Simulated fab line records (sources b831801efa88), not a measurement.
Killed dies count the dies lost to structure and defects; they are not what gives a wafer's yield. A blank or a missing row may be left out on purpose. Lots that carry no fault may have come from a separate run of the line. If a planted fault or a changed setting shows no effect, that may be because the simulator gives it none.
Split-lot study	flow gf180mcu	route with 602 steps; 5 lots, 23 wafers read

## ABOUT THE SPLIT
At GF_CONTACT_SPUTTER_22 (material Ti, target thk 15 nm, time 80.02 s), the setting time s was moved away from the recipe's 80.02 s on 11 of the 23 wafers read, by -13.0% to +14.5%. This setting was run at the recipe's value on the other wafers.

The split's own step is where the reading is taken.

## THE READING
Ti_of_CONTACT_SPUTTER_22.thk nm (the simulator's own value, which no gauge read), in nm, at GF_CONTACT_SPUTTER_22 (material Ti, target thk 15 nm, time 80.02 s). No usual value for it is given in the file. The 12 wafers here that ran the recipe average 15.12 nm, standard deviation 0.16 nm.

wafer	tool, chamber at the split	time s as run, s	against the recipe	Ti_of_CONTACT_SPUTTER_22.thk nm, nm	against lot-mates on the recipe
L075.1	pvd sputter-03, -	69.58	-13.0%	12.77	-2.16
L075.2	pvd sputter-03, -	69.58	-13.0%	12.76	-2.17
L075.3	pvd sputter-03, -	80.02	recipe	14.78	-
L075.4	pvd sputter-03, -	80.02	recipe	15.07	-
L075.6	pvd sputter-03, -	69.58	-13.0%	12.84	-2.09
L079.1	pvd sputter-04, -	88.74	+10.9%	16.88	+1.60
L079.2	pvd sputter-04, -	80.02	recipe	15.14	-
L079.3	pvd sputter-04, -	88.74	+10.9%	16.83	+1.55
L079.4	pvd sputter-04, -	80.02	recipe	15.31	-
L079.5	pvd sputter-04, -	80.02	recipe	15.38	-
L078.2	pvd sputter-02, -	80.02	recipe	15.07	-
L078.3	pvd sputter-02, -	91.63	+14.5%	17.05	+1.89
L078.4	pvd sputter-02, -	91.63	+14.5%	17.09	+1.93
L078.6	pvd sputter-02, -	91.63	+14.5%	17.09	+1.93
L078.5	pvd sputter-02, -	80.02	recipe	15.24	-
L082.1	pvd sputter-03, -	90.42	+13.0%	17.3	+2.30
L082.2	pvd sputter-03, -	90.42	+13.0%	16.98	+1.98
L082.3	pvd sputter-03, -	80.02	recipe	14.89	-
L082.4	pvd sputter-03, -	80.02	recipe	15.1	-
L082.6	pvd sputter-03, -	90.42	+13.0%	16.99	+1.99
L085.2	pvd sputter-04, -	80.02	recipe	15.19	-
L085.3	pvd sputter-04, -	80.02	recipe	15.22	-
L085.4	pvd sputter-04, -	80.02	recipe	15.09	-

THE FIT
A straight line over all 23 wafers: Ti_of_CONTACT_SPUTTER_22.thk nm changes by +0.157 nm for each +1% of time s; r = +0.99; the points scatter about the line by 0.19 nm.
The same after taking each lot's own level away (the mean of its wafers on the recipe; 23 wafers): +0.152 nm for each +1%; r = +0.99; scatter 0.15 nm.
The reading moves by 2.2 nm for the largest change in time s, on that fit.
The span of the lots' own levels, 14.925 to 15.277 nm, comes to 2.2 times the standard deviation stated above.
Hence the lot-to-lot level has little effect on the slope; both slopes agree.
Check: +2.19 nm against its lot-mates is what the line predicts for one of the wafers moved furthest among these (+14.5%) when that wafer is left out of the fit. It came out at +1.89 nm against them.

## THE OTHER SPLITS THESE WAFERS WENT THROUGH
Before the reading, these wafers also passed through other splits. Each is held against what the fit with the lots' levels taken away leaves over:
other split on the same wafers	wafers away from the commonest value	r with Ti_of_CONTACT_SPUTTER_22.thk nm (lot level and that fit taken away)
GF_HV_LDD_DEVELOP_18 develop time s	6	+0.20
GF_HV_LDD_COAT_41 resist thk nm	11	-0.16
GF_HV_LDD_DEVELOP_45 develop time s	10	+0.07
GF_HV_LDD_CVD_56 temp c	10	+0.53
GF_PSD_COAT_02 resist thk nm	6	-0.06
GF_SAB_CVD_00 time s	8	+0.51
GF_SAB_DEVELOP_08 dev temp c	8	-0.19
GF_SAB_WET_ETCH_12 time s	15	-0.25
GF_CONTACT_CVD_00 sih4 flow sccm	5	+0.23

## THE FILE'S OWN FIT
Ti_of_CONTACT_SPUTTER_22.thk nm changes by +0.15 nm for each +1% of time s, r = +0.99.
